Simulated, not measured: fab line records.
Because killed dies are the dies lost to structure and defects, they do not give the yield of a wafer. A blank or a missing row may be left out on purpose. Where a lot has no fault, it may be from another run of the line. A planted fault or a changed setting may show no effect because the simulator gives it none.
Which tool was responsible? || flow gf180mcu || 12 lots with 36 wafers sampled at 6 steps, on a route of 602 steps

## WHAT EACH GAUGE READ, for each wafer
GF_HV_LDD_RS_MEAS_53: the measuring method here is four-point-probe.
{"lot": "L748", "measured": "day 12 21:08", "on": "film-metro-03", "HV_LDD_RS (ohm/sq)": "419.6 420.1 419.8"}
{"lot": "L749", "measured": "day 13 09:36", "on": "film-metro-01", "HV_LDD_RS (ohm/sq)": "419.7 419.2 419.7"}
{"lot": "L750", "measured": "day 13 19:03", "on": "film-metro-02", "HV_LDD_RS (ohm/sq)": "418.8 418.2 417.8"}
{"lot": "L751", "measured": "day 14 07:21", "on": "film-metro-02", "HV_LDD_RS (ohm/sq)": "419.1 418.6 418.2"}
{"lot": "L752", "measured": "day 14 14:30", "on": "film-metro-02", "HV_LDD_RS (ohm/sq)": "420.0 418.6 419.1"}
{"lot": "L754", "measured": "day 15 11:06", "on": "film-metro-03", "HV_LDD_RS (ohm/sq)": "418.7 418.6 419.2"}
{"lot": "L755", "measured": "day 15 18:58", "on": "film-metro-02", "HV_LDD_RS (ohm/sq)": "418.0 418.8 418.9"}
{"lot": "L757", "measured": "day 16 01:45", "on": "film-metro-01", "HV_LDD_RS (ohm/sq)": "418.9 418.9 419.7"}
{"lot": "L758", "measured": "day 16 09:59", "on": "film-metro-02", "HV_LDD_RS (ohm/sq)": "419.6 420.0 419.8"}
{"lot": "L767", "measured": "day 19 17:37", "on": "film-metro-01", "HV_LDD_RS (ohm/sq)": "418.1 420.2 419.9"}
{"lot": "L768", "measured": "day 19 23:40", "on": "film-metro-01", "HV_LDD_RS (ohm/sq)": "418.8 419.9 418.5"}
{"lot": "L769", "measured": "day 20 04:53", "on": "film-metro-02", "HV_LDD_RS (ohm/sq)": "418.6 416.9 419.0"}

GF_HV_LDD_THK_MEAS_55.
{"lot": "L748", "measured": "day 12 22:46", "on": "film-metro-03", "HV_LDD_CVD_54_THK (nm)": "9.86 9.91 9.95"}
{"lot": "L749", "measured": "day 13 10:44", "on": "film-metro-03", "HV_LDD_CVD_54_THK (nm)": "10.00 10.13 9.99"}
{"lot": "L750", "measured": "day 13 20:11", "on": "film-metro-02", "HV_LDD_CVD_54_THK (nm)": "9.95 9.99 9.97"}
{"lot": "L751", "measured": "day 14 09:00", "on": "film-metro-01", "HV_LDD_CVD_54_THK (nm)": "9.98 9.87 9.80"}
{"lot": "L752", "measured": "day 14 16:09", "on": "film-metro-01", "HV_LDD_CVD_54_THK (nm)": "9.85 10.02 9.83"}
{"lot": "L754", "measured": "day 15 13:30", "on": "film-metro-01", "HV_LDD_CVD_54_THK (nm)": "9.97 9.83 9.78"}
{"lot": "L755", "measured": "day 15 21:56", "on": "film-metro-01", "HV_LDD_CVD_54_THK (nm)": "9.95 9.98 9.90"}
{"lot": "L757", "measured": "day 16 02:53", "on": "film-metro-03", "HV_LDD_CVD_54_THK (nm)": "9.81 9.85 9.88"}
{"lot": "L758", "measured": "day 16 11:07", "on": "film-metro-01", "HV_LDD_CVD_54_THK (nm)": "9.91 9.99 9.97"}
{"lot": "L767", "measured": "day 19 18:45", "on": "film-metro-01", "HV_LDD_CVD_54_THK (nm)": "9.92 9.98 9.93"}
{"lot": "L768", "measured": "day 20 00:47", "on": "film-metro-01", "HV_LDD_CVD_54_THK (nm)": "9.74 9.62 9.79"}
{"lot": "L769", "measured": "day 20 06:31", "on": "film-metro-03", "HV_LDD_CVD_54_THK (nm)": "9.95 9.94 10.04"}

GF_PSD_OVL_MEAS_08.
{"lot": "L748", "measured": "day 14 18:51", "on": "overlay-02", "PSD_OVL (nm)": "1.2 0.3 0.9"}
{"lot": "L749", "measured": "day 15 06:32", "on": "overlay-01", "PSD_OVL (nm)": "-0.7 -0.5 -2.9"}
{"lot": "L750", "measured": "day 15 16:00", "on": "overlay-01", "PSD_OVL (nm)": "0.7 0.3 0.9"}
{"lot": "L751", "measured": "day 16 05:42", "on": "overlay-01", "PSD_OVL (nm)": "-1.8 -1.1 -1.5"}
{"lot": "L752", "measured": "day 16 13:47", "on": "overlay-02", "PSD_OVL (nm)": "0.2 0.4 1.0"}
{"lot": "L754", "measured": "day 17 12:53", "on": "overlay-02", "PSD_OVL (nm)": "-0.7 0.8 -0.2"}
{"lot": "L755", "measured": "day 17 21:11", "on": "overlay-01", "PSD_OVL (nm)": "-0.7 -0.3 -1.6"}
{"lot": "L757", "measured": "day 18 02:32", "on": "overlay-01", "PSD_OVL (nm)": "0.4 -2.1 -1.2"}
{"lot": "L758", "measured": "day 18 11:12", "on": "overlay-01", "PSD_OVL (nm)": "1.8 1.9 -0.6"}
{"lot": "L767", "measured": "day 21 20:29", "on": "overlay-01", "PSD_OVL (nm)": "0.3 0.5 0.2"}
{"lot": "L768", "measured": "day 22 02:35", "on": "overlay-01", "PSD_OVL (nm)": "-0.2 -0.7 -0.1"}
{"lot": "L769", "measured": "day 22 07:42", "on": "overlay-01", "PSD_OVL (nm)": "0.3 0.4 0.0"}

GF_PSD_RS_MEAS_14: the measuring method here is four-point-probe.
{"lot": "L748", "measured": "day 14 19:22", "on": "film-metro-02", "NSD_RS (ohm/sq)": "46.12 46.14 46.15"}
{"lot": "L749", "measured": "day 15 07:01", "on": "film-metro-02", "NSD_RS (ohm/sq)": "46.20 46.14 46.27"}
{"lot": "L750", "measured": "day 15 16:29", "on": "film-metro-03", "NSD_RS (ohm/sq)": "46.22 46.21 46.14"}
{"lot": "L751", "measured": "day 16 06:11", "on": "film-metro-04", "NSD_RS (ohm/sq)": "46.31 46.11 46.17"}
{"lot": "L752", "measured": "day 16 14:16", "on": "film-metro-03", "NSD_RS (ohm/sq)": "46.20 46.27 46.23"}
{"lot": "L754", "measured": "day 17 13:22", "on": "film-metro-02", "NSD_RS (ohm/sq)": "46.13 46.06 46.07"}
{"lot": "L755", "measured": "day 17 21:41", "on": "film-metro-04", "NSD_RS (ohm/sq)": "46.04 46.14 46.06"}
{"lot": "L757", "measured": "day 18 03:01", "on": "film-metro-02", "NSD_RS (ohm/sq)": "46.09 46.04 46.14"}
{"lot": "L758", "measured": "day 18 11:42", "on": "film-metro-03", "NSD_RS (ohm/sq)": "46.18 46.25 46.14"}
{"lot": "L767", "measured": "day 21 20:59", "on": "film-metro-04", "NSD_RS (ohm/sq)": "46.27 46.60 46.09 46.17 46.73 46.15"}
{"lot": "L768", "measured": "day 22 03:05", "on": "film-metro-02", "NSD_RS (ohm/sq)": "46.12 46.78 46.05 46.19 46.73 46.04"}
{"lot": "L769", "measured": "day 22 08:13", "on": "film-metro-04", "NSD_RS (ohm/sq)": "46.10 46.15 46.18"}

## WHICH TOOL RAN EACH LOT (tool, then ch and the chambers of the sampled wafers, then the start)
{"lot": "L748", "GF_NSD_IMPLANT_09": "implanter-01 ch 0, day 13 21:43", "GF_NSD_STRIP_11": "plasma-asher-02 ch 0,1, day 13 21:59"}
{"lot": "L749", "GF_NSD_IMPLANT_09": "implanter-01 ch 0, day 14 08:46", "GF_NSD_STRIP_11": "plasma-asher-01 ch 1, day 14 09:04"}
{"lot": "L750", "GF_NSD_IMPLANT_09": "implanter-03 ch 0, day 14 17:59", "GF_NSD_STRIP_11": "plasma-asher-02 ch 1, day 14 18:16"}
{"lot": "L751", "GF_NSD_IMPLANT_09": "implanter-03 ch 0, day 15 07:53", "GF_NSD_STRIP_11": "plasma-asher-02 ch 0,1, day 15 08:10"}
{"lot": "L752", "GF_NSD_IMPLANT_09": "implanter-01 ch 0, day 15 15:31", "GF_NSD_STRIP_11": "plasma-asher-04 ch 0,1, day 15 15:49"}
{"lot": "L754", "GF_NSD_IMPLANT_09": "implanter-04 ch 0, day 16 12:54", "GF_NSD_STRIP_11": "plasma-asher-01 ch 0,1, day 16 13:10"}
{"lot": "L755", "GF_NSD_IMPLANT_09": "implanter-01 ch 0, day 16 22:08", "GF_NSD_STRIP_11": "plasma-asher-01 ch 0,1, day 16 22:25"}
{"lot": "L757", "GF_NSD_IMPLANT_09": "implanter-04 ch 0, day 17 03:13", "GF_NSD_STRIP_11": "plasma-asher-02 ch 0,1, day 17 03:31"}
{"lot": "L758", "GF_NSD_IMPLANT_09": "implanter-03 ch 0, day 17 11:04", "GF_NSD_STRIP_11": "plasma-asher-02 ch 0,1, day 17 11:22"}
{"lot": "L767", "GF_NSD_IMPLANT_09": "implanter-01 ch 0, day 20 20:17", "GF_NSD_STRIP_11": "plasma-asher-01 ch 0,1, day 20 20:34"}
{"lot": "L768", "GF_NSD_IMPLANT_09": "implanter-01 ch 0, day 21 03:17", "GF_NSD_STRIP_11": "plasma-asher-01 ch 0,1, day 21 03:34"}
{"lot": "L769", "GF_NSD_IMPLANT_09": "implanter-03 ch 0, day 21 07:52", "GF_NSD_STRIP_11": "plasma-asher-02 ch 0,1, day 21 08:09"}
- GF_NSD_IMPLANT_09
- GF_NSD_STRIP_11: strips in O2/N2.

## AS READ BY THE TOOLS THEMSELVES (means over the sampled wafers that have a number; for cases with no such wafer, the mark the record gives instead)
GF_NSD_STRIP_11.
{"lot": "L748", "tool": "plasma-asher-02", "drypump-motor-current-A (A)": 6.1, "heater-power-w (W)": 396, "o2-flow-sccm (sccm)": 3002, "oes-product-au (a.u.)": 0.485, "strip-time-to-endpoint-s (s)": 22.97}
{"lot": "L749", "tool": "plasma-asher-01", "drypump-motor-current-A (A)": 5.1, "heater-power-w (W)": 391, "o2-flow-sccm (sccm)": 3005, "oes-product-au (a.u.)": 0.487, "strip-time-to-endpoint-s (s)": 22.99}
{"lot": "L750", "tool": "plasma-asher-02", "drypump-motor-current-A (A)": 6.3, "heater-power-w (W)": 420, "o2-flow-sccm (sccm)": 3009, "oes-product-au (a.u.)": 0.491, "strip-time-to-endpoint-s (s)": 22.97}
{"lot": "L751", "tool": "plasma-asher-02", "drypump-motor-current-A (A)": 6.1, "heater-power-w (W)": 396, "o2-flow-sccm (sccm)": 3006, "oes-product-au (a.u.)": 0.485, "strip-time-to-endpoint-s (s)": 22.98}
{"lot": "L752", "tool": "plasma-asher-04", "drypump-motor-current-A (A)": 5.7, "heater-power-w (W)": 307, "o2-flow-sccm (sccm)": 3003, "oes-product-au (a.u.)": 0.489, "strip-time-to-endpoint-s (s)": 23.02}
{"lot": "L754", "tool": "plasma-asher-01", "drypump-motor-current-A (A)": 5.3, "heater-power-w (W)": 366, "o2-flow-sccm (sccm)": 3000, "oes-product-au (a.u.)": 0.487, "strip-time-to-endpoint-s (s)": 23.01}
{"lot": "L755", "tool": "plasma-asher-01", "drypump-motor-current-A (A)": 5.4, "heater-power-w (W)": 328, "o2-flow-sccm (sccm)": 3000, "oes-product-au (a.u.)": 0.488, "strip-time-to-endpoint-s (s)": 22.94}
{"lot": "L757", "tool": "plasma-asher-02", "drypump-motor-current-A (A)": 6.0, "heater-power-w (W)": 380, "o2-flow-sccm (sccm)": 2996, "oes-product-au (a.u.)": 0.481, "strip-time-to-endpoint-s (s)": 22.94}
{"lot": "L758", "tool": "plasma-asher-02", "drypump-motor-current-A (A)": 6.0, "heater-power-w (W)": 376, "o2-flow-sccm (sccm)": 3002, "oes-product-au (a.u.)": 0.487, "strip-time-to-endpoint-s (s)": 22.92}
{"lot": "L767", "tool": "plasma-asher-01", "drypump-motor-current-A (A)": 5.3, "heater-power-w (W)": 362, "o2-flow-sccm (sccm)": 2994, "oes-product-au (a.u.)": 0.489, "strip-time-to-endpoint-s (s)": 22.78}
{"lot": "L768", "tool": "plasma-asher-01", "drypump-motor-current-A (A)": 5.4, "heater-power-w (W)": 332, "o2-flow-sccm (sccm)": 2997, "oes-product-au (a.u.)": 0.487, "strip-time-to-endpoint-s (s)": 22.83}
{"lot": "L769", "tool": "plasma-asher-02", "drypump-motor-current-A (A)": 6.0, "heater-power-w (W)": 383, "o2-flow-sccm (sccm)": 3008, "oes-product-au (a.u.)": 0.486, "strip-time-to-endpoint-s (s)": 22.96}

## THE ANSWER, worked out from the rows above alone
Rule: the usual values come from the lots themselves. Put in order of their means at a reading, lots are off if they are a third of the lots or fewer, leave a main group of 4 or more, and stand apart from it by a gap of 3 or more times the standard deviation of the main group's means; of several such gaps the widest counts. A main group is skipped when, at the precision printed for the reading in the tables above, its means are all equal. Also off: a lot with no number at a reading for which 4 or more lots have one. The other lots that the step has rows for count as sound. After the gauges, taken in route order, come the tools' own readings; for these a lot's mean is taken, as printed above. At the first step where some lot is off, the reading lying furthest off is the one used; lots without a number count as furthest.
Off, at GF_NSD_STRIP_11 on strip-time-to-endpoint-s: L767, L768. Main group: mean 22.97 s, sd 0.03.
A tool fits if, at that step or a process step before it, it ran every lot that is off, and no sound lot after the first of them. Can't be told from this: 2 tools fit, implanter-01 at GF_NSD_IMPLANT_09, plasma-asher-01 at GF_NSD_STRIP_11.

## WHAT WAS PUT IN BY THE SIMULATOR
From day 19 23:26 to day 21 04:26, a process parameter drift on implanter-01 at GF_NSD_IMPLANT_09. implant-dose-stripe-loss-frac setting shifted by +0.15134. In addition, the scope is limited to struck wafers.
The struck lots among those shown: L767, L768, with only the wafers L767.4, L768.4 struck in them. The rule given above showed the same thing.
